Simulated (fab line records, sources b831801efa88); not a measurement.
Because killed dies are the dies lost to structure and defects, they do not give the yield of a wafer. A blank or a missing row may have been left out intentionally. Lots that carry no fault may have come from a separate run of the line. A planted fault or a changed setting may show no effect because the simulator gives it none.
Which tool was responsible? :: flow sky130 :: 11 lots, 33 wafers sampled, at 4 steps of a route of 708

WHAT EACH GAUGE READ, for each wafer
SKY_VIA1_OVL_MEAS_13.
lot: L659
measured: day 33 18:17
on: overlay-02
VIA1_OVL (nm): -3 1 -4

lot: L660
measured: day 33 22:14
on: overlay-01
VIA1_OVL (nm): -7 -1 -2

lot: L661
measured: day 34 11:21
on: overlay-02
VIA1_OVL (nm): -4 6 -4

lot: L662
measured: day 34 18:53
on: overlay-01
VIA1_OVL (nm): 63 68 65

lot: L663
measured: day 35 12:51
on: overlay-02
VIA1_OVL (nm): -1 -4 -6

lot: L667
measured: day 36 13:41
on: overlay-02
VIA1_OVL (nm): 9 8 12

lot: L670
measured: day 37 08:05
on: overlay-01
VIA1_OVL (nm): 56 63 58

lot: L671
measured: day 37 16:47
on: overlay-02
VIA1_OVL (nm): 0 -1 3

lot: L674
measured: day 39 01:47
on: overlay-01
VIA1_OVL (nm): 0 0 -2

lot: L681
measured: day 41 01:56
on: overlay-02
VIA1_OVL (nm): -4 3 -2

lot: L682
measured: day 41 05:22
on: overlay-02
VIA1_OVL (nm): -7 -10 -8

WHICH TOOL RAN EACH LOT (tool, then ch and the chambers of the sampled wafers, then the start)
lot: L659
SKY_CONTACT_SPUTTER_23: pvd_sputter-02, day 31 09:02
SKY_METAL1_SPUTTER_02: pvd_sputter-01, day 31 09:51
SKY_VIA1_EXPOSE_09: krf_scanner-01 ch 0, day 33 04:41

lot: L660
SKY_CONTACT_SPUTTER_23: pvd_sputter-02, day 31 14:23
SKY_METAL1_SPUTTER_02: pvd_sputter-01, day 31 15:05
SKY_VIA1_EXPOSE_09: krf_scanner-02 ch 0, day 33 08:34

lot: L661
SKY_CONTACT_SPUTTER_23: pvd_sputter-01, day 32 04:20
SKY_METAL1_SPUTTER_02: pvd_sputter-04, day 32 05:02
SKY_VIA1_EXPOSE_09: krf_scanner-02 ch 0, day 33 22:44

lot: L662
SKY_CONTACT_SPUTTER_23: pvd_sputter-02, day 32 10:47
SKY_METAL1_SPUTTER_02: pvd_sputter-04, day 32 11:29
SKY_VIA1_EXPOSE_09: krf_scanner-02 ch 0, day 34 05:29

lot: L663
SKY_CONTACT_SPUTTER_23: pvd_sputter-03, day 33 05:23
SKY_METAL1_SPUTTER_02: pvd_sputter-01, day 33 06:05
SKY_VIA1_EXPOSE_09: krf_scanner-01 ch 0, day 34 23:56

lot: L667
SKY_CONTACT_SPUTTER_23: pvd_sputter-03, day 34 06:33
SKY_METAL1_SPUTTER_02: pvd_sputter-04, day 34 07:15
SKY_VIA1_EXPOSE_09: krf_scanner-01 ch 0, day 36 01:00

lot: L670
SKY_CONTACT_SPUTTER_23: pvd_sputter-03, day 35 02:18
SKY_METAL1_SPUTTER_02: pvd_sputter-02, day 35 03:00
SKY_VIA1_EXPOSE_09: krf_scanner-02 ch 0, day 36 19:16

lot: L671
SKY_CONTACT_SPUTTER_23: pvd_sputter-03, day 35 10:20
SKY_METAL1_SPUTTER_02: pvd_sputter-02, day 35 11:19
SKY_VIA1_EXPOSE_09: krf_scanner-01 ch 0, day 37 04:09

lot: L674
SKY_CONTACT_SPUTTER_23: pvd_sputter-02, day 36 21:05
SKY_METAL1_SPUTTER_02: pvd_sputter-01, day 36 21:47
SKY_VIA1_EXPOSE_09: krf_scanner-01 ch 0, day 38 14:06

lot: L681
SKY_CONTACT_SPUTTER_23: pvd_sputter-03, day 38 21:37
SKY_METAL1_SPUTTER_02: pvd_sputter-04, day 38 22:18
SKY_VIA1_EXPOSE_09: krf_scanner-01 ch 0, day 40 14:05

lot: L682
SKY_CONTACT_SPUTTER_23: pvd_sputter-03, day 39 00:23
SKY_METAL1_SPUTTER_02: pvd_sputter-04, day 39 01:05
SKY_VIA1_EXPOSE_09: krf_scanner-01 ch 0, day 40 16:40
- SKY_CONTACT_SPUTTER_23: material TiN, target thk 20 nm, time 80 s.
- SKY_METAL1_SPUTTER_02: material AlCu, target thk 250 nm, time 13.3 s.
- SKY_VIA1_EXPOSE_09: exposes mask VIM, target cd 150 nm.

THE ANSWER, worked out from the rows above alone
Rule: what is usual is taken from the lots themselves. Put in order of their means at a reading, lots are off if they are a third of the lots or fewer, leave a main group of 4 or more, and stand apart from it by a gap of 3 or more times the standard deviation of the main group's means; of several such gaps the widest counts. If all means in a main group match to the digits the tables above print for the reading, that group is not used. Also off: a lot with no number at a reading for which 4 or more lots have one. All remaining lots with rows at the step are treated as sound.
Off: at SKY_VIA1_OVL_MEAS_13 (VIA1_OVL), L662, L670. For the main group the mean is -1 nm and the standard deviation 4.5.
A tool fits if, at a process step before that reading, it ran every lot that is off, and no sound lot after the first of them. The gauges at SKY_VIA1_OVL_MEAS_13 are tried like those tools. One candidate fits, namely krf_scanner-02 at SKY_VIA1_EXPOSE_09. Its last sound lot is L661 (day 33 22:44), its first lot that is off L662 (day 34 05:29): a fault that began between those two fits.

WHAT THE SIMULATOR HAD PUT IN
Scanner matching overlay: krf_scanner-02, from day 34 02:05 on, at SKY_VIA1_EXPOSE_09. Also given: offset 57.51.
Struck lots among those shown: L662, L670. Same finding as the rule above.
